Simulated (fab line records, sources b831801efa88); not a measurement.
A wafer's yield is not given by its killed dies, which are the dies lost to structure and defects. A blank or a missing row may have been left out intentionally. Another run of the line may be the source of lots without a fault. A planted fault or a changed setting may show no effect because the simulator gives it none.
Which tool was responsible? | flow sky130 | 24 lots with 72 wafers sampled at 6 steps, on a route of 708 steps

WHAT THE GAUGES SHOWED, per wafer
SKY_PWDE_OVL_MEAS_07. Usual: PWDE_OVL typically reads -0.9 nm, with standard deviation 1.3.
lot  | measured    | on         | PWDE_OVL (nm)  | flag
L074 | day 3 20:29 | overlay-02 | 0.0 -0.9 -0.9  | 
L075 | day 4 00:46 | overlay-01 | -0.3 -1.2 -0.5 | 
L076 | day 4 09:23 | overlay-02 | 0.9 1.3 0.2    | 
L077 | day 4 15:57 | overlay-02 | -2.1 -0.2 -1.6 | 
L078 | day 4 20:12 | overlay-01 | -2.6 -1.3 -3.1 | 
L079 | day 5 01:13 | overlay-02 | 0.2 0.6 -1.5   | 
L080 | day 5 06:54 | overlay-02 | 0.5 -1.1 -1.8  | 
L081 | day 5 12:45 | overlay-01 | -0.8 0.5 -0.3  | 
L082 | day 5 15:15 | overlay-01 | -0.2 -1.3 -1.1 | 
L083 | day 5 20:48 | overlay-01 | -0.6 -0.8 -1.5 | 
L084 | day 6 03:17 | overlay-01 | -0.8 -1.2 1.5  | 
L085 | day 6 09:00 | overlay-02 | -3.1 -2.5 -3.0 | 
L086 | day 6 14:38 | overlay-01 | -2.1 -2.0 -4.1 | 
L087 | day 6 22:29 | overlay-01 | -2.0 -0.3 -1.1 | 
L088 | day 7 01:09 | overlay-01 | -0.7 -0.4 -1.1 | 
L089 | day 7 10:32 | overlay-02 | -1.3 -2.9 -0.9 | 
L090 | day 7 15:44 | overlay-02 | -3.0 0.6 -2.5  | 
L091 | day 7 20:53 | overlay-01 | -0.5 0.1 1.2   | 
L092 | day 8 03:17 | overlay-01 | -0.2 1.1 1.0   | 
L093 | day 8 08:05 | overlay-01 | 0.6 -1.3 1.1   | 
L094 | day 8 13:05 | overlay-01 | -1.9 -0.1 -1.1 | 
L095 | day 8 20:53 | overlay-01 | -2.1 -1.1 -2.0 | 
L096 | day 9 02:40 | overlay-01 | 1.1 -1.2 -1.0  | 
L097 | day 9 07:47 | overlay-02 | 1.1 -2.7 -1.3  | 

SKY_GATE_OXIDE_OVL_MEAS_10. Usual: GATE_OXIDE_OVL typically reads 0.2 nm, with standard deviation 1.3.
lot  | measured     | on         | GATE_OXIDE_OVL (nm) | flag
L074 | day 13 19:08 | overlay-02 | 1.2 0.8 0.3         | 
L075 | day 14 12:21 | overlay-02 | -0.7 -1.8 -1.4      | 
L076 | day 14 23:12 | overlay-02 | 1.2 -0.6 0.5        | 
L077 | day 14 23:18 | overlay-01 | -0.2 0.6 1.3        | 
L078 | day 15 08:44 | overlay-01 | -0.4 0.9 -0.3       | 
L079 | day 15 14:41 | overlay-01 | 0.8 0.6 1.3         | 
L080 | day 16 02:00 | overlay-01 | -0.3 -1.7 0.1       | 
L081 | day 16 03:21 | overlay-02 | 2.3 1.5 0.9         | 
L082 | day 16 11:05 | overlay-01 | -0.3 0.3 -0.3       | 
L083 | day 16 15:12 | overlay-01 | -0.1 1.9 0.7        | 
L084 | day 17 00:40 | overlay-01 | -1.1 -0.2 -1.8      | 
L085 | day 17 13:00 | overlay-02 | 0.5 -0.5 -0.3       | 
L086 | day 17 17:26 | overlay-01 | 1.3 -0.4 -0.7       | 
L087 | day 18 08:06 | overlay-01 | -1.0 0.2 -0.5       | 
L088 | day 18 12:41 | overlay-02 | 0.7 -0.1 0.3        | 
L089 | day 18 21:15 | overlay-02 | -0.9 -0.1 1.0       | 
L090 | day 19 13:54 | overlay-02 | -2.2 -1.8 -2.6      | 
L091 | day 19 20:51 | overlay-01 | 0.0 -1.8 0.9        | 
L092 | day 20 02:44 | overlay-01 | 1.5 -1.8 1.8        | 
L093 | day 20 10:05 | overlay-02 | 2.1 2.1 1.4         | 
L094 | day 20 20:08 | overlay-01 | -0.4 -0.9 0.2       | 
L095 | day 21 07:17 | overlay-02 | 1.2 1.4 1.7         | 
L096 | day 21 11:17 | overlay-01 | 0.1 2.6 1.9         | 
L097 | day 21 21:26 | overlay-01 | 1.9 2.0 1.3         | 

SKY_PASSIVATION_THK_MEAS_03. Usual: PASSIVATION_CVD_02_THK typically reads 540 nm, with standard deviation 7.5.
lot  | measured     | on           | PASSIVATION_CVD_02_THK (nm) | flag
L074 | day 43 19:31 | filmMetro-04 | 535 547 547                 | 
L075 | day 44 11:26 | filmMetro-04 | 554 544 553                 | 
L076 | day 44 15:59 | filmMetro-04 | 537 546 547                 | 
L077 | day 44 19:20 | filmMetro-02 | 537 544 543                 | 
L078 | day 44 23:08 | filmMetro-02 | 533 534 535                 | 
L079 | day 45 09:49 | filmMetro-03 | 534 534 538                 | 
L080 | day 45 16:17 | filmMetro-04 | 540 540 548                 | 
L081 | day 45 16:52 | filmMetro-03 | 536 550 549                 | 
L082 | day 45 20:04 | filmMetro-04 | 535 545 544                 | 
L083 | day 46 02:56 | filmMetro-03 | 529 537 547                 | 
L084 | day 46 12:55 | filmMetro-02 | 533 535 548                 | 
L085 | day 46 17:38 | filmMetro-04 | 528 546 548                 | 
L086 | day 46 21:34 | filmMetro-02 | 537 529 539                 | 
L087 | day 47 07:46 | filmMetro-03 | 532 526 542                 | 
L088 | day 47 10:50 | filmMetro-02 | 540 548 553                 | 
L089 | day 47 13:10 | filmMetro-02 | 538 542 543                 | 
L090 | day 48 03:23 | filmMetro-04 | 549 549 551                 | 
L091 | day 48 05:41 | filmMetro-03 | 545 531 537                 | 
L092 | day 48 10:37 | filmMetro-03 | 537 547 543                 | 
L093 | day 48 12:17 | filmMetro-04 | 549 539 546                 | 
L094 | day 48 18:47 | filmMetro-03 | 522 522 533                 | 
L095 | day 49 02:36 | filmMetro-02 | 542 547 550                 | 
L096 | day 49 05:07 | filmMetro-03 | 533 530 539                 | 
L097 | day 49 12:11 | filmMetro-04 | 533 551 549                 | 

EACH LOT AND THE TOOL THAT RAN IT (in order: tool; ch and the chambers of the sampled wafers; start)
lot  | SKY_PWDE_STRIP_09                  | SKY_LDD_HVN_STRIP_09                | SKY_METAL3_SPUTTER_01
L074 | plasmaAsher-01 ch 0, day 3 20:41   | plasmaAsher-01 ch 0,1, day 20 09:10 | pvdSputter-04, day 36 08:05
L075 | plasmaAsher-03 ch 0,1, day 4 01:01 | plasmaAsher-03 ch 0,1, day 21 03:09 | pvdSputter-04, day 37 01:47
L076 | plasmaAsher-03 ch 0,1, day 4 09:36 | plasmaAsher-02 ch 0,1, day 21 14:08 | pvdSputter-04, day 37 06:58
L077 | plasmaAsher-01 ch 0,1, day 4 16:10 | plasmaAsher-01 ch 0,1, day 21 15:05 | pvdSputter-02, day 37 10:28
L078 | plasmaAsher-01 ch 0,1, day 4 20:23 | plasmaAsher-02 ch 0,1, day 21 22:59 | pvdSputter-01, day 37 15:31
L079 | plasmaAsher-03 ch 0,1, day 5 01:25 | plasmaAsher-01 ch 0,1, day 22 09:31 | pvdSputter-02, day 38 03:45
L080 | plasmaAsher-03 ch 0,1, day 5 07:07 | plasmaAsher-01 ch 0,1, day 22 19:28 | pvdSputter-02, day 38 09:22
L081 | plasmaAsher-03 ch 0,1, day 5 12:56 | plasmaAsher-01 ch 0,1, day 22 22:08 | pvdSputter-02, day 38 10:44
L082 | plasmaAsher-01 ch 0,1, day 5 15:26 | plasmaAsher-01 ch 0, day 23 05:05   | pvdSputter-02, day 38 16:25
L083 | plasmaAsher-03 ch 0, day 5 20:59   | plasmaAsher-01 ch 0,1, day 23 11:13 | pvdSputter-04, day 38 22:46
L084 | plasmaAsher-03 ch 0,1, day 6 03:28 | plasmaAsher-03 ch 0,1, day 23 19:19 | pvdSputter-04, day 39 08:46
L085 | plasmaAsher-04 ch 0,1, day 6 09:13 | plasmaAsher-03 ch 0,1, day 24 07:03 | pvdSputter-04, day 39 17:17
L086 | plasmaAsher-03 ch 0,1, day 6 14:49 | plasmaAsher-01 ch 0,1, day 24 12:01 | pvdSputter-02, day 39 19:56
L087 | plasmaAsher-03 ch 0,1, day 6 22:40 | plasmaAsher-01 ch 0,1, day 25 00:32 | pvdSputter-02, day 40 08:13
L088 | plasmaAsher-03 ch 0,1, day 7 01:22 | plasmaAsher-01 ch 0,1, day 25 08:06 | pvdSputter-02, day 40 11:33
L089 | plasmaAsher-01 ch 1, day 7 10:43   | plasmaAsher-03 ch 0,1, day 25 13:08 | pvdSputter-02, day 40 15:25
L090 | plasmaAsher-04 ch 0,1, day 7 15:57 | plasmaAsher-02 ch 0,1, day 26 06:50 | pvdSputter-04, day 41 08:50
L091 | plasmaAsher-01 ch 0,1, day 7 21:06 | plasmaAsher-01 ch 0,1, day 26 10:31 | pvdSputter-04, day 41 12:26
L092 | plasmaAsher-01 ch 0,1, day 8 03:28 | plasmaAsher-03 ch 0,1, day 26 16:31 | pvdSputter-04, day 41 16:40
L093 | plasmaAsher-01 ch 0,1, day 8 08:17 | plasmaAsher-01 ch 0,1, day 27 00:29 | pvdSputter-01, day 41 20:50
L094 | plasmaAsher-04 ch 0,1, day 8 13:16 | plasmaAsher-01 ch 0,1, day 27 10:52 | pvdSputter-02, day 42 07:35
L095 | plasmaAsher-04 ch 1, day 8 21:04   | plasmaAsher-03 ch 1, day 27 19:31   | pvdSputter-01, day 42 15:35
L096 | plasmaAsher-03 ch 0,1, day 9 02:52 | plasmaAsher-02 ch 0,1, day 28 00:47 | pvdSputter-01, day 42 17:03
L097 | plasmaAsher-01 ch 0,1, day 9 07:58 | plasmaAsher-01 ch 0,1, day 28 09:16 | pvdSputter-01, day 43 03:40
- SKY_PWDE_STRIP_09: strips in O2/N2.
- SKY_LDD_HVN_STRIP_09: strips in O2/N2.
- SKY_METAL3_SPUTTER_01: material TiN, target thk 20 nm, time 16.7 s.

AS READ BY THE TOOLS THEMSELVES (means over the sampled wafers that have a number; for cases with no such wafer, the mark the record gives instead)
SKY_PWDE_STRIP_09. Usual: drypumpMotorCurrentA 5.66 A, standard deviation 0.17; oesProductAu 0.723 a.u., standard deviation 0.0049; stripTimeToEndpointS 36.95 s, standard deviation 0.12.
lot  | tool           | drypumpMotorCurrentA (A) | oesProductAu (a.u.) | stripTimeToEndpointS (s) | flag
L074 | plasmaAsher-01 | 5.46                     | 0.725               | 36.95                    | 
L075 | plasmaAsher-03 | 5.64                     | 0.720               | 36.75                    | 
L076 | plasmaAsher-03 | 5.65                     | 0.725               | 36.90                    | 
L077 | plasmaAsher-01 | 5.64                     | 0.722               | 37.16                    | 
L078 | plasmaAsher-01 | 5.63                     | 0.724               | 37.00                    | 
L079 | plasmaAsher-03 | 5.65                     | 0.723               | 36.93                    | 
L080 | plasmaAsher-03 | 5.63                     | 0.728               | 36.87                    | 
L081 | plasmaAsher-03 | 5.67                     | 0.724               | 36.95                    | 
L082 | plasmaAsher-01 | 5.62                     | 0.724               | 37.02                    | 
L083 | plasmaAsher-03 | 5.63                     | 0.725               | 37.03                    | 
L084 | plasmaAsher-03 | 5.66                     | 0.721               | 36.97                    | 
L085 | plasmaAsher-04 | 5.52                     | 0.719               | 36.79                    | 
L086 | plasmaAsher-03 | 5.66                     | 0.724               | 37.05                    | 
L087 | plasmaAsher-03 | 5.65                     | 0.725               | 37.02                    | 
L088 | plasmaAsher-03 | 5.67                     | 0.722               | 37.08                    | 
L089 | plasmaAsher-01 | 5.94                     | 0.722               | 37.03                    | 
L090 | plasmaAsher-04 | 5.59                     | 0.725               | 37.08                    | 
L091 | plasmaAsher-01 | 5.63                     | 0.719               | 36.94                    | 
L092 | plasmaAsher-01 | 5.78                     | 0.726               | 36.98                    | 
L093 | plasmaAsher-01 | 5.81                     | 0.719               | 36.66                    | 
L094 | plasmaAsher-04 | 5.53                     | 0.719               | 36.82                    | 
L095 | plasmaAsher-04 | 5.44                     | 0.726               | 36.96                    | 
L096 | plasmaAsher-03 | 5.67                     | 0.722               | 37.05                    | 
L097 | plasmaAsher-01 | 5.63                     | 0.723               | 36.90                    | 

SKY_LDD_HVN_STRIP_09. Usual: drypumpMotorCurrentA 5.66 A, standard deviation 0.22; oesProductAu 0.408 a.u., standard deviation 0.0047; stripTimeToEndpointS 4.134 s, standard deviation 0.016.
lot  | tool           | drypumpMotorCurrentA (A) | oesProductAu (a.u.) | stripTimeToEndpointS (s) | flag
L074 | plasmaAsher-01 | 5.80                     | 0.407               | 4.149                    | 
L075 | plasmaAsher-03 | 5.64                     | 0.414               | 4.136                    | 
L076 | plasmaAsher-02 | 5.43                     | 0.409               | 4.133                    | 
L077 | plasmaAsher-01 | 5.62                     | 0.405               | 4.116                    | 
L078 | plasmaAsher-02 | 5.45                     | 0.406               | 4.106                    | 
L079 | plasmaAsher-01 | 5.63                     | 0.409               | 4.135                    | 
L080 | plasmaAsher-01 | 5.80                     | 0.412               | 4.135                    | 
L081 | plasmaAsher-01 | 5.81                     | 0.406               | 4.112                    | 
L082 | plasmaAsher-01 | 5.46                     | 0.406               | 4.106                    | 
L083 | plasmaAsher-01 | 5.80                     | 0.410               | 4.128                    | 
L084 | plasmaAsher-03 | 5.65                     | 0.412               | 4.114                    | 
L085 | plasmaAsher-03 | 5.67                     | 0.407               | 4.148                    | 
L086 | plasmaAsher-01 | 5.78                     | 0.412               | 4.133                    | 
L087 | plasmaAsher-01 | 5.63                     | 0.405               | 4.144                    | 
L088 | plasmaAsher-01 | 5.62                     | 0.406               | 4.143                    | 
L089 | plasmaAsher-03 | 5.66                     | 0.411               | 4.129                    | 
L090 | plasmaAsher-02 | 5.42                     | 0.404               | 4.142                    | 
L091 | plasmaAsher-01 | 5.63                     | 0.410               | 4.136                    | 
L092 | plasmaAsher-03 | 5.65                     | 0.406               | 4.141                    | 
L093 | plasmaAsher-01 | 5.78                     | 0.409               | 4.133                    | 
L094 | plasmaAsher-01 | 5.62                     | 0.409               | 4.133                    | 
L095 | plasmaAsher-03 | 5.68                     | 0.409               | 4.156                    | 
L096 | plasmaAsher-02 | 5.43                     | 0.408               | 4.152                    | 
L097 | plasmaAsher-01 | 5.78                     | 0.410               | 4.145                    | 

SKY_METAL3_SPUTTER_01. Usual: throttleValvePct 30.2 %, standard deviation 1.2.
lot  | tool          | throttleValvePct (%) | flag
L074 | pvdSputter-04 | 29.4                 | 
L075 | pvdSputter-04 | 30.3                 | 
L076 | pvdSputter-04 | 29.9                 | 
L077 | pvdSputter-02 | 29.7                 | 
L078 | pvdSputter-01 | 29.9                 | 
L079 | pvdSputter-02 | 29.6                 | 
L080 | pvdSputter-02 | 29.6                 | 
L081 | pvdSputter-02 | 30.0                 | 
L082 | pvdSputter-02 | 30.3                 | 
L083 | pvdSputter-04 | 29.5                 | 
L084 | pvdSputter-04 | 29.4                 | 
L085 | pvdSputter-04 | 29.4                 | 
L086 | pvdSputter-02 | 29.5                 | 
L087 | pvdSputter-02 | 29.6                 | 
L088 | pvdSputter-02 | 29.6                 | 
L089 | pvdSputter-02 | 29.4                 | 
L090 | pvdSputter-04 | 29.5                 | 
L091 | pvdSputter-04 | 30.3                 | 
L092 | pvdSputter-04 | 30.3                 | 
L093 | pvdSputter-01 | 30.9                 | 
L094 | pvdSputter-02 | 29.4                 | 
L095 | pvdSputter-01 | 31.2                 | 
L096 | pvdSputter-01 | 31.2                 | 
L097 | pvdSputter-01 | 32.0                 | 

THE ANSWER, worked out from the rows above alone
Rule: a lot counts as off when the mean over its wafers that have a number is more than 3 standard deviations away from the usual mean. Also off: a lot with no number at a reading for which 4 or more lots have one. Any other lot the step has rows for is counted as sound. After the gauges, taken in route order, come the tools' own readings; for these a lot's mean is taken, as printed above. At the first step where some lot is off, the reading lying furthest off is the one used; lots without a number count as furthest.
Nothing can be told from this: no lot is off at any reading shown.

WHAT HAD BEEN PUT IN BY THE SIMULATOR
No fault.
